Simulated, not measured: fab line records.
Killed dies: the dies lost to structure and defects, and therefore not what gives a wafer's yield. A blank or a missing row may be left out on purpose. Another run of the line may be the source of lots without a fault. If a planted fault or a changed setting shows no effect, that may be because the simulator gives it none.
Which tool was responsible? :: flow sky130 :: Sampling: 14 lots, 42 wafers, 4 of 708 route steps

## WHAT THE GAUGES READ, wafer by wafer
SKY_VT_ADJUST_LVTN_OVL_MEAS_18. Usual: VT_ADJUST_LVTN_01_OVL -0.3 nm, standard deviation 1.3.
lot: L711
measured: day 7 16:44
on: overlay-01
VT_ADJUST_LVTN_01_OVL (nm): -1.4 -2.1 -2.7
flag: 

lot: L712
measured: day 8 01:26
on: overlay-02
VT_ADJUST_LVTN_01_OVL (nm): 1.5 2.7 1.0
flag: 

lot: L714
measured: day 8 18:52
on: overlay-01
VT_ADJUST_LVTN_01_OVL (nm): 1.0 -0.3 -1.4
flag: 

lot: L715
measured: day 8 21:05
on: overlay-01
VT_ADJUST_LVTN_01_OVL (nm): -0.4 1.3 -0.1
flag: 

lot: L717
measured: day 9 11:19
on: overlay-02
VT_ADJUST_LVTN_01_OVL (nm): 1.4 0.2 0.8
flag: 

lot: L720
measured: day 10 04:36
on: overlay-02
VT_ADJUST_LVTN_01_OVL (nm): -0.4 0.0 0.4
flag: 

lot: L721
measured: day 10 17:05
on: overlay-01
VT_ADJUST_LVTN_01_OVL (nm): 0.1 -1.7 -0.1
flag: 

lot: L723
measured: day 11 04:08
on: overlay-02
VT_ADJUST_LVTN_01_OVL (nm): 1.5 0.6 -0.2
flag: 

lot: L724
measured: day 11 09:20
on: overlay-02
VT_ADJUST_LVTN_01_OVL (nm): -1.4 -0.6 -0.4
flag: 

lot: L726
measured: day 11 20:41
on: overlay-02
VT_ADJUST_LVTN_01_OVL (nm): 1.3 1.3 -2.0
flag: 

lot: L730
measured: day 12 20:35
on: overlay-01
VT_ADJUST_LVTN_01_OVL (nm): -1.1 -2.9 -2.0
flag: 

lot: L731
measured: day 13 03:05
on: overlay-01
VT_ADJUST_LVTN_01_OVL (nm): -0.7 -1.2 0.2
flag: 

lot: L732
measured: day 13 08:43
on: overlay-01
VT_ADJUST_LVTN_01_OVL (nm): -1.1 -0.7 0.1
flag: 

lot: L734
measured: day 13 21:37
on: overlay-02
VT_ADJUST_LVTN_01_OVL (nm): -0.4 -1.4 -1.0
flag: 

SKY_LI_CONTACT_OVL_MEAS_13. Usual: LI_CONTACT_OVL 3 nm, standard deviation 5.1.
lot: L711
measured: day 29 02:06
on: overlay-02
LI_CONTACT_OVL (nm): -1 1 -4
flag: 

lot: L712
measured: day 29 15:03
on: overlay-02
LI_CONTACT_OVL (nm): 2 10 0
flag: 

lot: L714
measured: day 30 12:27
on: overlay-01
LI_CONTACT_OVL (nm): 8 9 1
flag: 

lot: L715
measured: day 30 14:39
on: overlay-02
LI_CONTACT_OVL (nm): 5 3 4
flag: 

lot: L717
measured: day 31 05:54
on: overlay-01
LI_CONTACT_OVL (nm): -2 0 -5
flag: 

lot: L720
measured: day 32 03:36
on: overlay-02
LI_CONTACT_OVL (nm): 7 5 6
flag: 

lot: L721
measured: day 32 23:36
on: overlay-01
LI_CONTACT_OVL (nm): 6 14 7
flag: 

lot: L723
measured: day 33 06:42
on: overlay-02
LI_CONTACT_OVL (nm): -4 1 -1
flag: 

lot: L724
measured: day 33 16:34
on: overlay-02
LI_CONTACT_OVL (nm): 4 3 -2
flag: 

lot: L726
measured: day 34 02:58
on: overlay-01
LI_CONTACT_OVL (nm): -1 4 7
flag: 

lot: L730
measured: day 35 01:04
on: overlay-01
LI_CONTACT_OVL (nm): 9 4 11
flag: 

lot: L731
measured: day 35 07:10
on: overlay-01
LI_CONTACT_OVL (nm): 19 13 14
flag: 

lot: L732
measured: day 35 16:28
on: overlay-01
LI_CONTACT_OVL (nm): 6 7 6
flag: 

lot: L734
measured: day 36 04:54
on: overlay-01
LI_CONTACT_OVL (nm): -4 -6 3
flag: 

SKY_CONTACT_BOW_MEAS_05. Usual: CONTACT_BOW 82 um, standard deviation 7.
lot: L711
measured: day 30 08:47
on: film-metro-02
CONTACT_BOW (um): 79 80 85
flag: 

lot: L712
measured: day 30 22:25
on: film-metro-02
CONTACT_BOW (um): 87 95 78
flag: 

lot: L714
measured: day 31 19:02
on: film-metro-03
CONTACT_BOW (um): 86 78 100
flag: 

lot: L715
measured: day 31 21:37
on: film-metro-02
CONTACT_BOW (um): 79 91 80
flag: 

lot: L717
measured: day 32 11:47
on: film-metro-03
CONTACT_BOW (um): 82 81 92
flag: 

lot: L720
measured: day 33 09:11
on: film-metro-02
CONTACT_BOW (um): 93 76 86
flag: 

lot: L721
measured: day 34 04:45
on: film-metro-03
CONTACT_BOW (um): 85 92 92
flag: 

lot: L723
measured: day 34 11:38
on: film-metro-01
CONTACT_BOW (um): 78 94 84
flag: 

lot: L724
measured: day 34 21:25
on: film-metro-03
CONTACT_BOW (um): 88 78 83
flag: 

lot: L726
measured: day 35 08:07
on: film-metro-01
CONTACT_BOW (um): 71 84 85
flag: 

lot: L730
measured: day 36 05:13
on: film-metro-01
CONTACT_BOW (um): 82 86 83
flag: 

lot: L731
measured: day 36 11:49
on: film-metro-02
CONTACT_BOW (um): 82 85 80
flag: 

lot: L732
measured: day 36 20:29
on: film-metro-01
CONTACT_BOW (um): 90 78 76
flag: 

lot: L734
measured: day 37 09:23
on: film-metro-03
CONTACT_BOW (um): 75 78 89
flag: 

## EACH LOT AND THE TOOL THAT RAN IT (in order: tool; ch and the chambers of the sampled wafers; start)
lot: L711
SKY_LDD_HVN_IMPLANT_08: implanter-02 ch 0, day 20 05:40

lot: L712
SKY_LDD_HVN_IMPLANT_08: implanter-02 ch 0, day 20 20:41

lot: L714
SKY_LDD_HVN_IMPLANT_08: implanter-03 ch 0, day 21 21:40

lot: L715
SKY_LDD_HVN_IMPLANT_08: implanter-02 ch 0, day 21 22:35

lot: L717
SKY_LDD_HVN_IMPLANT_08: implanter-02 ch 0, day 22 14:01

lot: L720
SKY_LDD_HVN_IMPLANT_08: implanter-03 ch 0, day 23 15:09

lot: L721
SKY_LDD_HVN_IMPLANT_08: implanter-02 ch 0, day 24 14:10

lot: L723
SKY_LDD_HVN_IMPLANT_08: implanter-01 ch 0, day 24 20:10

lot: L724
SKY_LDD_HVN_IMPLANT_08: implanter-03 ch 0, day 25 07:08

lot: L726
SKY_LDD_HVN_IMPLANT_08: implanter-03 ch 0, day 25 18:05

lot: L730
SKY_LDD_HVN_IMPLANT_08: implanter-02 ch 0, day 26 20:12

lot: L731
SKY_LDD_HVN_IMPLANT_08: implanter-02 ch 0, day 27 02:34

lot: L732
SKY_LDD_HVN_IMPLANT_08: implanter-02 ch 0, day 27 14:51

lot: L734
SKY_LDD_HVN_IMPLANT_08: implanter-02 ch 0, day 28 01:16
- SKY_LDD_HVN_IMPLANT_08

## WHAT THE TOOLS THEMSELVES READ (means of the sampled wafers that have a number; where no wafer has one, the mark that the record gives instead)
SKY_LDD_HVN_IMPLANT_08. Usual: beam-energy-keV 60.000, standard deviation 0.02; end-station-pressure-torr 5.13e-06 Torr, standard deviation 2.5e-07.
lot: L711
tool: implanter-02
beam-energy-keV: 60.012
end-station-pressure-torr (Torr): 5.20e-06
flag: 

lot: L712
tool: implanter-02
beam-energy-keV: 59.956
end-station-pressure-torr (Torr): 5.07e-06
flag: 

lot: L714
tool: implanter-03
beam-energy-keV: 59.993
end-station-pressure-torr (Torr): 5.02e-06
flag: 

lot: L715
tool: implanter-02
beam-energy-keV: 59.990
end-station-pressure-torr (Torr): 5.12e-06
flag: 

lot: L717
tool: implanter-02
beam-energy-keV: 60.008
end-station-pressure-torr (Torr): 5.04e-06
flag: 

lot: L720
tool: implanter-03
beam-energy-keV: 60.013
end-station-pressure-torr (Torr): 5.43e-06
flag: 

lot: L721
tool: implanter-02
beam-energy-keV: 59.979
end-station-pressure-torr (Torr): 5.10e-06
flag: 

lot: L723
tool: implanter-01
beam-energy-keV: 60.007
end-station-pressure-torr (Torr): 4.98e-06
flag: 

lot: L724
tool: implanter-03
beam-energy-keV: 57.380
end-station-pressure-torr (Torr): 5.10e-06
flag: OFF

lot: L726
tool: implanter-03
beam-energy-keV: 57.395
end-station-pressure-torr (Torr): 5.34e-06
flag: OFF

lot: L730
tool: implanter-02
beam-energy-keV: 60.012
end-station-pressure-torr (Torr): 5.17e-06
flag: 

lot: L731
tool: implanter-02
beam-energy-keV: 59.997
end-station-pressure-torr (Torr): 5.15e-06
flag: 

lot: L732
tool: implanter-02
beam-energy-keV: 60.003
end-station-pressure-torr (Torr): 5.20e-06
flag: 

lot: L734
tool: implanter-02
beam-energy-keV: 60.013
end-station-pressure-torr (Torr): 5.20e-06
flag: 

## THE ANSWER, worked out from the rows above alone
Rule: lot off if the mean of its wafers having a number is beyond 3 standard deviations from the usual mean. Also off: a lot with no number at a reading for which 4 or more lots have one. Where the step has rows for the other lots, those lots are counted as sound. The gauges are gone through in route order, then the tools' own readings, and for those a lot's mean is taken as printed above. The first step at which some lot is off is used, and at that step the reading that is off furthest; a lot without a number counts as furthest.
Off: L724, L726, at SKY_LDD_HVN_IMPLANT_08 (beam-energy-keV).
If a tool, at that step or one of the process steps before it, ran each lot that is off and ran no sound lot following the first of them, it fits. One fits: implanter-03 at SKY_LDD_HVN_IMPLANT_08. A fault onset in the window from L720 (day 23 15:09, its last sound lot) to L724 (day 25 07:08, its first lot off) fits.
On the lots that are off, the tool's own readings at SKY_LDD_HVN_IMPLANT_08 differ by more than 5 times the standard deviation of the sound lots' means, which bears it out; beam-energy-keV reads 57.388 there versus 59.999 on the sound lots.

## WHAT WAS PUT IN BY THE SIMULATOR
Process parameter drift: implanter-03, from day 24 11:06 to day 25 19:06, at SKY_LDD_HVN_IMPLANT_08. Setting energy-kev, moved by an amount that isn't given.
Shown lots that were struck: L724, L726. This agrees with what the rule above found.
